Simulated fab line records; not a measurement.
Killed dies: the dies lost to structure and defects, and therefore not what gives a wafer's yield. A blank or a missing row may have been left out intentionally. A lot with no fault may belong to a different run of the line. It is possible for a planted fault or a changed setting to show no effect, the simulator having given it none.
Struck lot and sound lot, side by side	flow sky130	14 steps out of a route of 708
Sound: these wafers, L740.1, L740.2, L740.6. Wafers L739.1, L739.3, L739.6 were the ones struck. The cause comes at the end.
For every step that has rows: the tool of each side, followed by ch and its chambers, followed by its first start. Under that, the readings that differ: sound wafers	struck wafers	difference of the means	sigmas: that difference in standard deviations of wafers without a fault.
alike: readings with means less than 2 such deviations apart, plus words and numbers identical on both sides. not compared: withheld readings, readings lacking a value on some wafer, bounds such as >300 that could conceal the same value, and numbers that have no deviation in the record and whose values overlap.
The two part at a step that has a row with sigmas, a row that says differs or no value, or rows on one side only. Non-overlapping numbers with no deviation appear without sigmas and do not part them. A reading that every wafer of one side lacks parts them only if that side has two wafers or more.

SKY_VIA3_STRIP_16: strips in O2/N2.
  sound on plasmaAsher-01 ch 0,1, day 45 21:56; struck on plasmaAsher-04 ch 0, day 45 17:23
  alike: drypumpMotorCurrentA, oesProductAu, stripTimeToEndpointS
  not compared: rfHoursCounterH
then, 3 steps without rows for these wafers: SKY_VIA3_STRIP_17 (strips in post etch residue remover, time 1200 s); SKY_VIA3_CLEAN_18 (cleans in IPA, time 180 s); SKY_VIA3_CLEAN_19 (cleans in O3/DIW).
SKY_VIA3_SPUTTER_20: material TiN, target thk 20 nm, time 80 s.
  sound on pvdSputter-02, day 45 22:32; struck on pvdSputter-01, day 45 17:59
  alike: cathodeDcPowerW, chamberPressurePa, throttleValvePct
then, 1 step without rows for these wafers: SKY_VIA3_CVD_21 (deposits W, target thk 390 nm, time 117.31 s).
SKY_VIA3_RS_MEAS_22: measures by four-point-probe.
  sound on filmMetro-03, day 45 22:43; struck on filmMetro-03, day 45 18:10
  alike: VIA3_W_RS
SKY_VIA3_THK_MEAS_23: measures by xrf.
  sound on filmMetro-03, day 45 22:50; struck on filmMetro-03, day 45 18:17
  alike: VIA3_W_THK
SKY_VIA3_CMP_24: polishes, stops on SiO2, t overpolish 20 s, target thk 0 nm.
  sound on cmp-01 ch 0,3, day 45 22:54; struck on cmp-02 ch 0,3, day 45 18:21
  alike: motorCurrentA, overpolishRunS, timeToEndpointS
then, 2 steps without rows for these wafers: SKY_METAL4_SPUTTER_00 (material Ti, target thk 15 nm, time 10 s); SKY_METAL4_SPUTTER_01 (material TiN, target thk 20 nm, time 16.7 s).
SKY_METAL4_SPUTTER_02: material AlCu, target thk 735 nm, time 39.1 s.
  sound on pvdSputter-02, day 45 23:15; struck on pvdSputter-02, day 45 18:42
  alike: cathodeDcPowerW, chamberPressurePa, throttleValvePct
SKY_METAL4_SPUTTER_03: material Ti, target thk 5 nm, time 3.3 s.
  sound on pvdSputter-02, day 45 23:17; struck on pvdSputter-02, day 45 18:44
  no value came back on the struck wafers for cathodeDcPowerW (W), chamberPressurePa (Pa), throttleValvePct (%); on the sound wafers cathodeDcPowerW (W) reads 2999.8 2999.7 2999.4
SKY_METAL4_SPUTTER_04: material TiN, target thk 70 nm, time 58.3 s.
  sound on pvdSputter-02, day 45 23:18; struck on pvdSputter-02, day 45 18:45
  alike: cathodeDcPowerW, chamberPressurePa, throttleValvePct

## WHERE THEY PART
Only at SKY_METAL4_SPUTTER_03, within this record. Later steps at which nothing parts them and some readings are alike: SKY_METAL4_SPUTTER_04.

WHY: whatever the simulator had introduced
Skipped step whole: pvdSputter-02, from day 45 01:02 on, at SKY_METAL4_SPUTTER_03. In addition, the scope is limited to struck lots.
